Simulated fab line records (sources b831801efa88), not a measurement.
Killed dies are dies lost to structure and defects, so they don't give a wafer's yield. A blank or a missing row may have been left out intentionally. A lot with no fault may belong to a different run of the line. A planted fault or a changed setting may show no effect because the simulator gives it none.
A lot that was struck, set against a sound lot / flow sky130 / 35 steps out of a route of 708
Sound: the wafers L771.1, L771.4, L771.6. The struck wafers were L779.1, L779.5, L779.6. The cause comes at the end.
Each step with rows lists, per side, the tool, then ch with its chambers, then its first start. Under that, the readings that differ: sound wafers / struck wafers / difference of the means / sigmas: that difference in standard deviations of wafers without a fault.
alike: same words and numbers on both sides, and readings whose means sit less than 2 such deviations apart. not compared: any withheld reading, any reading some wafer has no value for, any bound like >300 that may hide the same value, and any number with overlapping values for which the record gives no deviation.
Wherever a step has rows on one side only, a row that says differs or no value, or a row with sigmas, the two part there. Numbers that have no deviation but don't overlap get no sigmas and don't part them. A reading that every wafer of one side lacks parts them only if that side has two wafers or more.

first, 4 steps without rows for these wafers: SKY_METAL5_SOFTBAKE_10 (time 60 s); SKY_METAL5_EXPOSE_11 (exposes mask MM5, target cd 1600 nm); SKY_METAL5_PEB_12; SKY_METAL5_DEVELOP_13 (develop time 60 s).
SKY_METAL5_DESCUM_14: chemistry O2, time 11 s.
  sound on rie_metal-03 ch 0, day 44 23:11; struck on rie_metal-04 ch 0,1, day 47 02:08
  alike: drypump_motor_current_A, oes_product_au
  not compared: rf_hours_counter_h
SKY_METAL5_METAL_ETCH_15: etches the open film in Cl2/BCl3, stops on SiO2, target depth 1260 nm, time 252 s.
  sound on rie_metal-03 ch 0, day 44 23:13; struck on rie_metal-04 ch 0,1, day 47 02:10
  alike: bcl3_flow_sccm, drypump_motor_current_A, mfc_cl2_sccm, oes_product_au, throttle_valve_pct
  not compared: rf_hours_counter_h
SKY_METAL5_STRIP_16: strips in O2/N2.
  sound on plasma_asher-01 ch 0,1, day 44 23:27; struck on plasma_asher-03 ch 0,1, day 47 02:24
  alike: drypump_motor_current_A, oes_product_au, strip_time_to_endpoint_s
  not compared: rf_hours_counter_h
then, 3 steps without rows for these wafers: SKY_METAL5_STRIP_17 (strips in post etch residue remover, time 1200 s); SKY_METAL5_CLEAN_18 (cleans in IPA, time 180 s); SKY_METAL5_CLEAN_19 (cleans in O3/DIW).
SKY_PASSIVATION_CVD_00: deposits SiO2, target thk 90 nm.
  sound on pecvd-02 ch 0,1, day 45 00:08; struck on pecvd-01 ch 0,1,2, day 47 02:59
reading=rf_fwd_power_W (W); sound=584.7 582.9 587.6; struck=590.9 592.8 589.6; difference=+6.0; sigmas=+2
  alike: heater_power_w
SKY_PASSIVATION_THK_MEAS_01:
  sound on film_metro-01, day 45 00:10; struck on film_metro-01, day 47 03:01
  alike: PASSIVATION_CVD_00_THK
SKY_PASSIVATION_CVD_02: deposits Si3N4, target thk 540 nm.
  sound on pecvd-01 ch 1,2, day 45 00:13; struck on pecvd-04 ch 0,2, day 47 03:05
reading=rf_fwd_power_W (W); sound=451.6 450.2 445.2; struck=628.4 628.5 629.1; difference=+179.7; sigmas=+99 or more
reading=model.Si3N4_of_PASSIVATION_CVD_02.thk_nm (nm); sound=527.9 538.2 547.6; struck=586.8 594.9 602.6; difference=+56.9; sigmas=
  alike: heater_power_w
SKY_PASSIVATION_THK_MEAS_03:
  sound on film_metro-01, day 45 00:27; struck on film_metro-02, day 47 03:25
reading=PASSIVATION_CVD_02_THK (nm); sound=528 538 548; struck=587 595 603; difference=+57; sigmas=+9
then, 7 steps without rows for these wafers: SKY_PASSIVATION_DEHYDRATE_04 (time 60 s); SKY_PASSIVATION_HMDS_05 (prime time 60 s); SKY_PASSIVATION_COAT_06 (resist thk 3000 nm); SKY_PASSIVATION_SOFTBAKE_07; SKY_PASSIVATION_EXPOSE_08 (exposes mask NSM, target cd 3000 nm); SKY_PASSIVATION_PEB_09; SKY_PASSIVATION_DEVELOP_10 (develop time 60 s).
SKY_PASSIVATION_ETCH_11: etches the open film in CF4/O2, stops on AlCu, target depth 725 nm, time 161.1 s.
  sound on rie_diel-04 ch 0,1,3, day 45 21:37; struck on rie_diel-04 ch 1,2,3, day 47 22:37
reading=oes_product_au (a.u.); sound=0.957 0.968 0.969; struck=0.988 0.982 0.968; difference=+0.015; sigmas=+2
  alike: drypump_motor_current_A, throttle_valve_pct
  not compared: rf_hours_counter_h, model.etch.depth_nm, model.PASSIVATION.feature_depth_nm
then, 8 steps without rows for these wafers: SKY_PASSIVATION_STRIP_12 (strips in O2/N2); SKY_PAD_OPEN_DEHYDRATE_00 (time 60 s); SKY_PAD_OPEN_HMDS_01 (prime time 60 s); SKY_PAD_OPEN_COAT_02 (resist thk 3000 nm); SKY_PAD_OPEN_SOFTBAKE_03; SKY_PAD_OPEN_EXPOSE_04 (exposes mask PDM, target cd 60000 nm); SKY_PAD_OPEN_PEB_05; SKY_PAD_OPEN_DEVELOP_06 (develop time 58.61 s).
SKY_PAD_OPEN_ETCH_07: etches the open film in CF4/O2, stops on AlCu, target depth 725 nm, time 161.1 s.
  sound on rie_diel-03 ch 0,1, day 46 18:05; struck on rie_diel-04 ch 1,2, day 48 17:01
  alike: drypump_motor_current_A, oes_product_au, throttle_valve_pct
  not compared: rf_hours_counter_h, model.etch.depth_nm, model.PAD_OPEN.feature_depth_nm
SKY_PAD_OPEN_STRIP_08: strips in O2/N2.
  sound on plasma_asher-03 ch 0,1, day 46 18:11; struck on plasma_asher-02 ch 0,1, day 48 17:08
reading=strip_time_to_endpoint_s (s); sound=36.88 36.98 36.92; struck=37.11 37.15 37.17; difference=+0.22; sigmas=+2
  alike: drypump_motor_current_A, oes_product_au
  not compared: rf_hours_counter_h
SKY_PAD_OPEN_STRIP_09: strips in post etch residue remover, time 1200 s.
  sound on wet_bench-02 ch 2, day 46 18:17; struck on wet_bench-03 ch 0, day 48 17:14
reading=model.Si3N4_of_PASSIVATION_CVD_02.thk_nm (nm); sound=527.6 537.8 547.2; struck=586.5 594.5 602.2; difference=+56.9; sigmas=
then, 1 step without rows for these wafers: SKY_PAD_OPEN_CLEAN_10 (cleans in IPA, time 180 s).
SKY_PAD_OPEN_PROBE_99:
  the record has rows for the struck wafers here (prober-01, day 48 19:22) and none for the sound ones

## WHERE THEY PART
Earliest at SKY_PASSIVATION_CVD_00; latest, in this record, at SKY_PAD_OPEN_PROBE_99.

WHY: what had been put in by the simulator
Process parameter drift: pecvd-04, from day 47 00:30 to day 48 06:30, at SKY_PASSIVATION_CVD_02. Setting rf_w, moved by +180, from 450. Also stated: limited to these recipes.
